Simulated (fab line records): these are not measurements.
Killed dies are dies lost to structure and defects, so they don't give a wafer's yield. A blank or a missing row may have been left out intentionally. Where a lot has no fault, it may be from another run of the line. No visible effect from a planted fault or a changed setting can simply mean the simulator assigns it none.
A struck lot beside a sound one | flow sky130 | 26 steps out of a route of 708
Sound: wafers L900.3, L900.4, L900.6. Wafers struck: L897.1, L897.2, L897.5. Last of all comes the cause.
At each step with rows: each side's tool, then ch and its chambers, then its first start. Under that, the readings that differ: sound wafers | struck wafers | difference of the means | sigmas: that difference in standard deviations of wafers without a fault.
alike: words and numbers the same on both sides, and readings whose means are apart by under 2 such deviations; not compared: readings that were withheld, readings missing a value for some wafer, numbers with overlapping values and no deviation given by the record, and bounds like >300 which may hide the same value.
Wherever a step has rows on one side only, a row that says differs or no value, or a row with sigmas, the two part there. Numbers that don't overlap but have no deviation are shown without sigmas and don't part them. A reading missing from all wafers of one side parts the sides only when that side holds two or more wafers.

SKY_LDD_N_STRIP_16: strips in O2/N2.
  sound on plasma asher-02 ch 0,1, day 25 16:43; struck on plasma asher-02 ch 0,1, day 24 23:11
  alike: chamber pressure mTorr, drypump motor current A, oes product au, strip time to endpoint s
  not compared: rf hours counter h
SKY_LDD_N_TW_MEAS_17:
  sound on film metro-03, day 25 16:49; struck on film metro-01, day 24 23:17
  alike: LDD_N_TW
then, 7 steps without rows for these wafers: SKY_LDD_P_DEHYDRATE_00 (time 60 s); SKY_LDD_P_HMDS_01 (prime time 60 s); SKY_LDD_P_COAT_02 (resist thk 1140 nm); SKY_LDD_P_SOFTBAKE_03 (time 60 s); SKY_LDD_P_EXPOSE_04 (exposes mask PSDM, target cd 380 nm); SKY_LDD_P_PEB_05; SKY_LDD_P_DEVELOP_06 (develop time 60 s).
SKY_LDD_P_CD_MEAS_07: target cd 380 nm.
  sound on cd sem-01, day 26 21:08; struck on cd sem-01, day 26 03:58
  alike: cd nm
SKY_LDD_P_OVL_MEAS_08:
  sound on overlay-01, day 26 21:14; struck on overlay-01, day 26 04:05
  reading        | sound        | struck         | difference | sigmas
  LDD_P_OVL (nm) | -0.5 0.7 0.8 | -3.6 -1.9 -1.3 | -2.6       | -2
after that, 1 step had no rows for these wafers: SKY_LDD_P_IMPLANT_09.
SKY_LDD_P_STRIP_10: strips in O2/N2.
  sound on plasma asher-02 ch 0,1, day 26 21:26; struck on plasma asher-02 ch 0,1, day 26 04:17
  no value came back on the struck wafers for chamber pressure mTorr (mTorr), drypump motor current A (A), oes product au (a.u.), strip time to endpoint s (s); on the sound wafers chamber pressure mTorr (mTorr) reads 1500.9 1500.1 1499.6
  reading                                    | sound | struck         | difference | sigmas
  model.NOVOLAK_of_LDD_P_COAT_02.thk nm (nm) | 0 0 0 | 1138 1139 1140 | +1139      |
  not compared: rf hours counter h
SKY_LDD_P_TW_MEAS_11:
  sound on film metro-02, day 26 21:32; struck on film metro-03, day 26 04:23
  alike: LDD_P_TW
then, 7 steps without rows for these wafers: SKY_LDD_HVN_DEHYDRATE_00 (time 60 s); SKY_LDD_HVN_HMDS_01 (prime time 60 s); SKY_LDD_HVN_COAT_02 (resist thk 300 nm); SKY_LDD_HVN_SOFTBAKE_03 (time 60 s); SKY_LDD_HVN_EXPOSE_04 (exposes mask HVNTM, target cd 700 nm); SKY_LDD_HVN_PEB_05; SKY_LDD_HVN_DEVELOP_06 (develop time 60 s).
SKY_LDD_HVN_OVL_MEAS_07:
  sound on overlay-02, day 28 02:21; struck on overlay-01, day 27 09:28
  alike: LDD_HVN_OVL
after that, 1 step had no rows for these wafers: SKY_LDD_HVN_IMPLANT_08.
SKY_LDD_HVN_STRIP_09: strips in O2/N2.
  sound on plasma asher-02 ch 0,1, day 28 02:34; struck on plasma asher-03 ch 0,1, day 27 09:38
  reading                      | sound             | struck               | difference | sigmas
  oes product au (a.u.)        | 0.409 0.408 0.410 | 0.723 0.715 0.717    | +0.309     | +64
  strip time to endpoint s (s) | 4.124 4.143 4.143 | 21.710 21.720 21.755 | +17.592    | +99 or more
  alike: chamber pressure mTorr, drypump motor current A
  not compared: rf hours counter h
SKY_LDD_HVN_TW_MEAS_10:
  sound on film metro-04, day 28 02:39; struck on film metro-04, day 27 09:44
  reading    | sound          | struck   | difference | sigmas
  LDD_HVN_TW | 1441 1438 1447 | 30 30 30 | -1412      | -99 or more
then, 1 step without rows for these wafers: SKY_LDD_HVP_DEHYDRATE_00 (time 60 s).

## WHERE THEY PART
At SKY_LDD_P_OVL_MEAS_08 first; at SKY_LDD_HVN_TW_MEAS_10 last (within this record only).

WHY: whatever the simulator had introduced
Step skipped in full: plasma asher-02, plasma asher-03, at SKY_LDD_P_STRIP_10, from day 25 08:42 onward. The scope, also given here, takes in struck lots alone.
